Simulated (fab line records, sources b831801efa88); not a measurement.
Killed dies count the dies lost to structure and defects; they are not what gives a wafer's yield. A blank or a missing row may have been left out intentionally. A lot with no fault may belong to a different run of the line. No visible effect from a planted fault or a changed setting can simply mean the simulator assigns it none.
Which tool is to blame? | flow sky130 | 13 lots with 39 wafers sampled at 3 steps, on a route of 708 steps

== WHAT THE GAUGES SHOWED, per wafer ==
SKY_NWELL_TW_MEAS_15. Usual: for NWELL_TW the level is 1815 and the standard deviation is 17.
lot  | measured     | on            | NWELL_TW          | flag
L409 | day 4 10:44  | film_metro-02 | 1799 1793 1795    |
L412 | day 5 04:47  | film_metro-04 | 1831 1837 1830    |
L413 | day 5 12:42  | film_metro-04 | 1833 1822 1831    |
L416 | day 6 03:20  | film_metro-03 | 1811 1811 1806    |
L417 | day 6 12:56  | film_metro-04 | 1829 1839 1828    |
L419 | day 7 13:47  | film_metro-04 | 1845 1845 1849    |
L420 | day 7 14:41  | film_metro-03 | 1830 1829 1823    |
L421 | day 7 16:10  | film_metro-04 | 1841 1838 1842    |
L422 | day 7 21:37  | film_metro-02 | 1801 1796 1795    |
L423 | day 8 01:23  | film_metro-04 | 30 30 30 30 30 30 | OFF
L424 | day 8 09:46  | film_metro-03 | 30 30 30 30 30 30 | OFF
L426 | day 8 19:40  | film_metro-02 | 1805 1810 1800    |
L432 | day 10 02:17 | film_metro-04 | 1831 1824 1828    |

== WHICH TOOL RAN EACH LOT (tool, then ch and the chambers of the sampled wafers, then the start) ==
lot  | SKY_PWDE_STRIP_09                   | SKY_NWELL_STRIP_14
L409 | plasma_asher-02 ch 0,1, day 3 19:17 | plasma_asher-03 ch 0,1, day 4 10:38
L412 | plasma_asher-02 ch 0,1, day 4 09:59 | plasma_asher-04 ch 0,1, day 5 04:41
L413 | plasma_asher-02 ch 0,1, day 4 19:00 | plasma_asher-03 ch 0, day 5 12:35
L416 | plasma_asher-02 ch 0,1, day 5 08:29 | plasma_asher-03 ch 0,1, day 6 03:14
L417 | plasma_asher-02 ch 0,1, day 5 19:10 | plasma_asher-04 ch 0,1, day 6 12:50
L419 | plasma_asher-01 ch 0,1, day 6 18:34 | plasma_asher-04 ch 0,1, day 7 13:41
L420 | plasma_asher-04 ch 0,1, day 6 19:33 | plasma_asher-03 ch 0,1, day 7 14:35
L421 | plasma_asher-02 ch 1, day 6 20:08   | plasma_asher-03 ch 0,1, day 7 16:04
L422 | plasma_asher-01 ch 0,1, day 7 00:54 | plasma_asher-02 ch 0,1, day 7 21:31
L423 | plasma_asher-01 ch 0,1, day 7 04:51 | plasma_asher-04 ch 0, day 8 01:16
L424 | plasma_asher-01 ch 0,1, day 7 12:54 | plasma_asher-03 ch 0,1, day 8 09:40
L426 | plasma_asher-04 ch 0,1, day 7 22:04 | plasma_asher-03 ch 0, day 8 19:34
L432 | plasma_asher-02 ch 0,1, day 9 05:23 | plasma_asher-03 ch 0,1, day 10 02:11
- SKY_PWDE_STRIP_09: strips in O2/N2.
- SKY_NWELL_STRIP_14: strips in O2/N2.

== AS READ BY THE TOOLS THEMSELVES (means over the sampled wafers that have a number; for cases with no such wafer, the mark the record gives instead) ==
SKY_PWDE_STRIP_09. Usual: chamber_pressure_mTorr 1500.2 mTorr, standard deviation 1.3; drypump_motor_current_A 5.7 A, standard deviation 0.35; oes_product_au 0.722 a.u., standard deviation 0.0042; strip_time_to_endpoint_s 36.92 s, standard deviation 0.11.
lot  | tool            | chamber_pressure_mTorr (mTorr) | drypump_motor_current_A (A) | oes_product_au (a.u.) | strip_time_to_endpoint_s (s) | flag
L409 | plasma_asher-02 | 1499.9                         | 5.5                         | 0.726                 | 36.90                        |
L412 | plasma_asher-02 | 1501.4                         | 5.4                         | 0.720                 | 36.98                        |
L413 | plasma_asher-02 | 1498.8                         | 5.7                         | 0.724                 | 37.03                        |
L416 | plasma_asher-02 | 1501.1                         | 5.7                         | 0.719                 | 36.98                        |
L417 | plasma_asher-02 | 1500.1                         | 5.5                         | 0.721                 | 36.77                        |
L419 | plasma_asher-01 | 1500.3                         | 5.8                         | 0.722                 | 36.81                        |
L420 | plasma_asher-04 | 1499.8                         | 5.9                         | 0.722                 | 37.04                        |
L421 | plasma_asher-02 | 1500.3                         | 6.0                         | 0.722                 | 36.82                        |
L422 | plasma_asher-01 | 1499.9                         | 5.8                         | 0.727                 | 36.80                        |
L423 | plasma_asher-01 | -                              | -                           | -                     | -                            | OFF
L424 | plasma_asher-01 | -                              | -                           | -                     | -                            | OFF
L426 | plasma_asher-04 | 1500.6                         | 5.6                         | 0.724                 | 37.05                        |
L432 | plasma_asher-02 | 1501.4                         | 5.4                         | 0.724                 | 37.00                        |

SKY_NWELL_STRIP_14. Usual: chamber_pressure_mTorr 1499.9 mTorr, standard deviation 1.3; drypump_motor_current_A 6.2 A, standard deviation 0.6; oes_product_au 0.722 a.u., standard deviation 0.005; strip_time_to_endpoint_s 36.92 s, standard deviation 0.097.
lot  | tool            | chamber_pressure_mTorr (mTorr) | drypump_motor_current_A (A) | oes_product_au (a.u.) | strip_time_to_endpoint_s (s) | flag
L409 | plasma_asher-03 | 1499.0                         | 6.7                         | 0.725                 | 36.82                        |
L412 | plasma_asher-04 | 1499.5                         | 5.7                         | 0.727                 | 36.96                        |
L413 | plasma_asher-03 | 1501.4                         | 6.7                         | 0.724                 | 36.85                        |
L416 | plasma_asher-03 | 1500.5                         | 6.7                         | 0.727                 | 37.06                        |
L417 | plasma_asher-04 | 1499.6                         | 5.6                         | 0.725                 | 36.90                        |
L419 | plasma_asher-04 | 1500.3                         | 5.9                         | 0.726                 | 36.86                        |
L420 | plasma_asher-03 | 1499.9                         | 6.7                         | 0.718                 | 36.78                        |
L421 | plasma_asher-03 | 1499.3                         | 6.7                         | 0.722                 | 36.91                        |
L422 | plasma_asher-02 | 1500.9                         | 5.5                         | 0.720                 | 36.91                        |
L423 | plasma_asher-04 | 1499.2                         | 6.1                         | 0.730                 | 80.97                        | OFF
L424 | plasma_asher-03 | 1499.6                         | 6.7                         | 0.737                 | 81.10                        | OFF
L426 | plasma_asher-03 | 1499.1                         | 6.7                         | 0.719                 | 36.88                        |
L432 | plasma_asher-03 | 1499.2                         | 6.7                         | 0.720                 | 36.84                        |

== THE ANSWER, worked out from the rows above alone ==
Rule: take the mean of a lot's wafers that have a number; if it is more than 3 standard deviations from the usual mean, the lot is off. Also off: a lot with no number at a reading for which 4 or more lots have one. The other lots that the step has rows for count as sound. The gauges are gone through in route order, then the tools' own readings, and for those a lot's mean is taken as printed above. At the first step where some lot is off, the reading lying furthest off is the one used; lots without a number count as furthest.
Off: L423, L424, seen at SKY_NWELL_TW_MEAS_15 (NWELL_TW).
A tool fits if, at a process step before that reading, it ran every lot that is off, and no sound lot after the first of them. Not tried: the gauges at SKY_NWELL_TW_MEAS_15; whatever is off there is also off at SKY_PWDE_STRIP_09, on other tools, and gauge error can't account for it. One candidate fits, namely plasma_asher-01 at SKY_PWDE_STRIP_09. Its last sound lot is L422 (day 7 00:54), its first lot that is off L423 (day 7 04:51): a fault that began between those two fits.
Blank at SKY_PWDE_STRIP_09 on the lots that are off, where sound lots have numbers: chamber_pressure_mTorr, drypump_motor_current_A, oes_product_au, strip_time_to_endpoint_s.

== WHAT THE SIMULATOR HAD INSERTED ==
Whole step skipped at SKY_PWDE_STRIP_09 on plasma_asher-01, starting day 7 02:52. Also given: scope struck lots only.
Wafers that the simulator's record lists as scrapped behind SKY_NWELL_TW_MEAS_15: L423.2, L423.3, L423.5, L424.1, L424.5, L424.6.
Lots struck among those shown: L423, L424. Same finding as the rule above.
